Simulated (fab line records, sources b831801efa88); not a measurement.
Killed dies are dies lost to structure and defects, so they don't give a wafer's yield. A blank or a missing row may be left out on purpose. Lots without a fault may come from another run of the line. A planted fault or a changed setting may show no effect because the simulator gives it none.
fab line records | flow sky130
record lots=13 wafers=39 last_day=50
route steps=708 shown VT_ADJUST_HVTP@93 GATE_OXIDE@200 POLY_GATE@223 LDD_N@253
lots that met no fault: from a run of the same line without faults
start_h: hours from the record's first day to the start of the lot's first wafer shown | wait_h: hours since the lot's step before | " the same as in the row above | L1.1+2: a row that stands for several wafers | - no value, or no start given | * or withheld: withheld | < > ~ a bound
route shown NAME@n: a module of which the file shows steps, and the number in the route of the first | usual: mean/standard deviation of fault-free wafers | same: alike in all rows | chamber/n: place in a boat | sites: the reading at each site | _std_site: their standard deviation | _edge_site: outer sites' mean less inner sites' | radius_mm: how far each site lies from the wafer's centre | mask NAME#n: copy n | behind: the tool/chamber that last shaped the wafer | hold: why the lot was held/for how many hours/how that ended | device: the transistor (n, p or np) that didn't switch | end of line: the same wafers' tests at the end of the route | a step without rows: its recipe alone | killed: dies lost to structure and defects at the first sort, not the wafer's yield | map: a wafer's dies, x killed, . not, _ none there
set.NAME: the setting as run; set.NAME@STEP: as run at that earlier step | model.NAME: the simulator's own value behind a step, which no gauge read
steps of the route over a sample of lots; a table a step, a row a wafer
services: from which hour (start_h, from the record's first day; less than 0 if before it) a tool's chamber was out of use, for how many hours, and why
## steps
# step SKY_VT_ADJUST_HVTP_OVL_MEAS_08
# usual VT_ADJUST_HVTP_OVL=-1.6/1.4
# columns lot.wafer tool chamber start_h wait_h VT_ADJUST_HVTP_OVL[nm]
L325.4 overlay-01 - 131.95 0.1 1.3
L325.5 " - " " -1.9
L325.6 " - " " 0.4
L327.3 overlay-01 - 141.19 0.1 -1.8
L327.5 " - " " -1.6
L327.6 " - " " -2.1
L328.1 overlay-01 - 145.55 0.1 -2.1
L328.4 " - " " -1.9
L328.5 " - " " -1.5
L329.1 overlay-02 - 154.63 0.1 -3.8
L329.3 " - " " -2.6
L329.5 " - " " -3.3
L330.2 overlay-01 - 159.35 0.1 0.1
L330.3 " - " " -1.2
L330.6 " - " " -0.9
L331.1 overlay-02 - 164.64 0.1 -2.4
L331.2 " - " " -1.5
L331.4 " - " " -4.1
L333.2 overlay-02 - 173.90 0.1 -3.2
L333.4 " - " " -3.2
L333.6 " - " " -4.1
L340.1 overlay-01 - 225.88 0.1 -0.9
L340.4 " - " " -2.3
L340.6 " - " " -1.9
L341.1 overlay-02 - 231.48 0.1 -3.3
L341.2 " - " " -3.9
L341.3 " - " " -3.5
L342.1 overlay-01 - 234.44 0.1 -2.0
L342.5 " - " " -1.7
L342.6 " - " " -1.4
L344.1 overlay-02 - 246.70 0.1 -2.5
L344.3 " - " " -2.2
L344.4 " - " " -0.8
L345.2 overlay-01 - 252.90 0.1 -2.1
L345.3 " - " " -1.6
L345.5 " - " " -1.1
L347.1 overlay-02 - 271.23 0.1 -1.7
L347.5 " - " " -2.3
L347.6 " - " " 0.3
# step SKY_GATE_OXIDE_STRIP_13
# recipe chemistry=O2/N2 power_w=1400 pressure_mtorr=1500 platen_temp_c=withheld o2_flow_sccm=3000 n2_flow_sccm=300 overash_fraction=0.5
# usual drypump_motor_current_A=5.9/0.61 n2_flow_sccm=300.0/1 oes_product_au=0.715/0.0044 strip_time_to_endpoint_s=14.20/0.042
# columns lot.wafer tool chamber start_h wait_h drypump_motor_current_A n2_flow_sccm oes_product_au rf_hours_counter_h strip_time_to_endpoint_s
L325.4 plasma_asher-03 0 319.14 0.0 5.1 300.0 0.710 - 14.10
L325.5 " 0 " " 5.1 300.1 0.718 - 14.12
L325.6 " 1 " " 5.5 301.3 0.721 - 14.12
L327.3 plasma_asher-04 1 332.80 0.0 6.1 300.2 0.710 - 14.15
L327.5 " 1 " " 6.1 300.3 0.717 - 14.23
L327.6 " 0 " " 6.7 299.5 0.709 - 14.15
L328.1 plasma_asher-02 0 336.60 0.0 5.5 299.1 0.721 64 14.14
L328.4 " 1 " " 6.7 300.1 0.718 - 14.13
L328.5 " 0 " " 5.5 300.7 0.721 - 14.14
L329.1 plasma_asher-02 0 356.01 0.0 5.5 300.2 0.715 66 14.23
L329.3 " 0 " " 5.5 300.7 0.709 - 14.16
L329.5 " 0 " " 5.5 301.0 0.710 - 14.20
L330.2 plasma_asher-04 1 362.60 0.0 6.1 298.2 0.715 22 14.19
L330.3 " 0 " " 6.7 299.9 0.708 - 14.11
L330.6 " 1 " " 6.1 299.8 0.728 - 14.18
L331.1 plasma_asher-03 0 367.50 0.0 5.1 297.9 0.716 69 14.22
L331.2 " 1 " " 5.5 300.5 0.715 69 14.23
L331.4 " 1 " " 5.5 300.9 0.711 - 14.20
L333.2 plasma_asher-04 0 377.20 0.0 6.7 300.5 0.721 24 14.20
L333.4 " 0 " " 6.6 300.4 0.717 - 14.19
L333.6 " 0 " " 6.7 299.1 0.723 - 14.16
L340.1 plasma_asher-03 1 449.51 0.0 5.5 299.6 0.710 2 14.15
L340.4 " 0 " " 5.1 299.4 0.712 - 14.17
L340.6 " 1 " " 5.5 299.9 0.716 - 14.20
L342.1 plasma_asher-04 1 457.06 0.0 6.1 301.3 0.716 32 14.24
L342.5 " 1 " " 6.1 302.0 0.717 - 14.27
L342.6 " 0 " " 6.7 300.1 0.713 - 14.15
L341.1 plasma_asher-03 0 458.45 0.0 5.1 302.1 0.714 3 14.20
L341.2 " 1 " " 5.5 297.9 0.709 3 14.11
L341.3 " 1 " " 5.5 299.1 0.724 - 14.19
L344.1 plasma_asher-04 0 476.20 0.0 6.6 299.8 0.712 34 14.18
L344.3 " 0 " " 6.7 299.5 0.710 - 14.24
L344.4 " 1 " " 6.1 299.9 0.713 - 14.21
L345.2 plasma_asher-02 0 486.40 0.0 5.5 299.7 0.713 78 14.18
L345.3 " 1 " " 6.7 300.2 0.721 - 14.17
L345.5 " 0 " " 5.5 299.8 0.715 - 14.18
L347.1 plasma_asher-02 1 507.70 0.0 6.7 300.0 0.712 80 14.22
L347.5 " 0 " " 5.5 301.1 0.713 - 14.24
L347.6 " 1 " " 6.7 300.5 0.713 - 14.20
# step SKY_POLY_GATE_SOFTBAKE_09
# recipe temp_c=100 time_s=90 resist=KrF-thick
# usual run_length_s=119.05/0.21
# columns lot.wafer tool chamber start_h wait_h run_length_s
L325.4 litho_track-02 0 368 - 119.08
L325.5 " 0 " " 118.90
L325.6 " 0 " " 119.14
L328.1 litho_track-04 0 385 - 118.96
L328.4 " 0 " " 118.91
L328.5 " 0 " " 119.11
L327.3 litho_track-02 0 385 - 118.92
L327.5 " 0 " " 119.03
L327.6 " 0 " " 118.90
L329.1 litho_track-04 0 406 - 118.83
L329.3 " 0 " " 118.92
L329.5 " 0 " " 118.89
L330.2 litho_track-04 0 412 - 134.97
L330.3 " 0 " " 135.12
L330.6 " 0 " " 135.11
L331.1 litho_track-04 0 416 - 135.10
L331.2 " 0 " " 134.98
L331.4 " 0 " " 135.09
L333.2 litho_track-04 0 428 - 135.02
L333.4 " 0 " " 135.17
L333.6 " 0 " " 134.97
L340.1 litho_track-02 0 502 - 118.95
L340.4 " 0 " " 118.90
L340.6 " 0 " " 119.06
L342.1 litho_track-04 0 508 - 119.00
L342.5 " 0 " " 118.76
L342.6 " 0 " " 119.12
L341.1 litho_track-04 0 509 - 118.83
L341.2 " 0 " " 119.06
L341.3 " 0 " " 119.10
L344.1 litho_track-01 0 528 - 119.28
L344.3 " 0 " " 119.29
L344.4 " 0 " " 119.44
L345.2 litho_track-04 0 537 - 119.16
L345.3 " 0 " " 118.87
L345.5 " 0 " " 118.85
L347.1 litho_track-04 0 559 - 119.08
L347.5 " 0 " " 119.05
L347.6 " 0 " " 118.77
# step SKY_LDD_N_STRIP_16
# recipe chemistry=O2/N2 power_w=1400 pressure_mtorr=1500 platen_temp_c=withheld o2_flow_sccm=3000 n2_flow_sccm=300 overash_fraction=0.5
# usual drypump_motor_current_A=5.4/0.45 n2_flow_sccm=299.9/0.89 oes_product_au=0.407/0.0048 strip_time_to_endpoint_s=4.323/0.017
# columns lot.wafer tool chamber start_h wait_h drypump_motor_current_A n2_flow_sccm oes_product_au rf_hours_counter_h strip_time_to_endpoint_s
L325.4 plasma_asher-03 0 416.43 0.1 5.1 298.8 0.406 - 4.316
L325.5 " 0 " " 5.1 299.9 0.403 - 4.294
L325.6 " 1 " " 5.6 300.3 0.410 - 4.310
L327.3 plasma_asher-03 0 435.02 0.1 5.1 299.9 0.403 - 4.332
L327.5 " 0 " " 5.1 298.4 0.405 - 4.316
L327.6 " 1 " " 5.5 299.3 0.406 - 4.328
L328.1 plasma_asher-01 1 435.15 0.1 5.0 300.1 0.413 63 4.319
L328.4 " 1 " " 5.0 300.2 0.413 - 4.337
L328.5 " 0 " " 5.4 300.8 0.396 - 4.302
L329.1 plasma_asher-01 1 456.20 0.1 5.0 297.1 0.412 66 4.272
L329.3 " 1 " " 5.0 299.4 0.405 - 4.273
L329.5 " 0 " " 5.4 301.9 0.410 - 4.297
L330.2 plasma_asher-01 0 462.20 0.1 5.4 299.1 0.409 66 4.343
L330.3 " 1 " " 5.0 300.1 0.401 - 4.317
L330.6 " 1 " " 5.0 299.3 0.406 - 4.322
L331.1 plasma_asher-03 0 466.25 0.1 5.1 299.3 0.416 3 4.308
L331.2 " 1 " " 5.5 299.7 0.406 3 4.315
L331.4 " 0 " " 5.1 300.0 0.406 - 4.332
L333.2 plasma_asher-01 0 477.85 0.1 5.4 298.1 0.416 68 4.324
L333.4 " 0 " " 5.4 298.7 0.406 - 4.313
L333.6 " 1 " " 5.0 300.6 0.405 - 4.305
L340.1 plasma_asher-01 0 551.39 0.1 5.4 301.2 0.405 75 4.332
L340.4 " 1 " " 5.0 299.8 0.399 - 4.352
L340.6 " 1 " " 5.0 301.0 0.417 - 4.338
L342.1 plasma_asher-03 1 556.89 0.1 5.5 300.3 0.413 12 4.326
L342.5 " 0 " " 5.1 299.9 0.400 - 4.352
L342.6 " 1 " " 5.5 301.6 0.401 - 4.338
L341.1 plasma_asher-01 1 558.99 0.1 5.0 299.4 0.408 76 4.310
L341.2 " 0 " " 5.4 299.8 0.409 76 4.317
L341.3 " 1 " " 5.0 300.4 0.413 - 4.322
L344.1 plasma_asher-03 1 575.90 0.1 5.5 300.7 0.409 14 4.310
L344.3 " 0 " " 5.1 299.8 0.415 - 4.312
L344.4 " 1 " " 5.5 300.8 0.404 - 4.318
L345.2 plasma_asher-01 1 583.15 0.1 5.0 300.0 0.409 79 4.337
L345.3 " 0 " " 5.4 299.6 0.409 - 4.336
L345.5 " 0 " " 5.4 301.1 0.404 - 4.339
L347.1 plasma_asher-01 1 607.15 0.1 5.0 301.1 0.410 81 4.337
L347.5 " 1 " " 5.0 300.8 0.411 - 4.339
L347.6 " 0 " " 5.4 299.7 0.404 - 4.361
## services
# columns tool chamber start_h hours kind
plasma_asher-04 - 306.27 1.4 repair
plasma_asher-01 - 327.62 1.0 repair
plasma_asher-03 - 334.06 2.8 pm
litho_track-01 - 353.89 - consumable_replace:filter
plasma_asher-02 - 372.87 12.5 repair
plasma_asher-04 - 406.08 2.8 pm
plasma_asher-02 - 419.46 2.7 repair
plasma_asher-03 - 421.25 9.0 pm
plasma_asher-03 0 421.25 9.0 vent_cycle
plasma_asher-03 1 421.25 9.0 vent_cycle
plasma_asher-03 0 430.25 - clean
plasma_asher-03 1 430.25 - clean
plasma_asher-04 - 430.45 1.0 repair
litho_track-01 - 479.32 - consumable_replace:filter
## key
first_sign step=SKY_POLY_GATE_SOFTBAKE_09 reading=run_length_s direction=up sigmas=75 usual=* struck=*
effect none on later readings
met_at SKY_POLY_GATE_SOFTBAKE_09
struck_lots L330,L331,L333
tester_left_out L330,L331,L333
not_acting_at SKY_VT_ADJUST_HVTP_OVL_MEAS_08,SKY_GATE_OXIDE_STRIP_13,SKY_LDD_N_STRIP_16
onset_between 406 412
fault kind=process_parameter_drift tool=litho_track-04 chamber=- onset_h=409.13 steps=SKY_POLY_GATE_SOFTBAKE_09 channel=time_s offset=* shape=step end_h=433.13 acts_in=* stated=*
# tester_left_out: of these lots the tester's yield and bins aren't shown, on N5 and GAA mostly nor the transistor test; their killed dies are dies lost to structure and defects alone, not to doping, threshold or leakage, so they don't give the yield
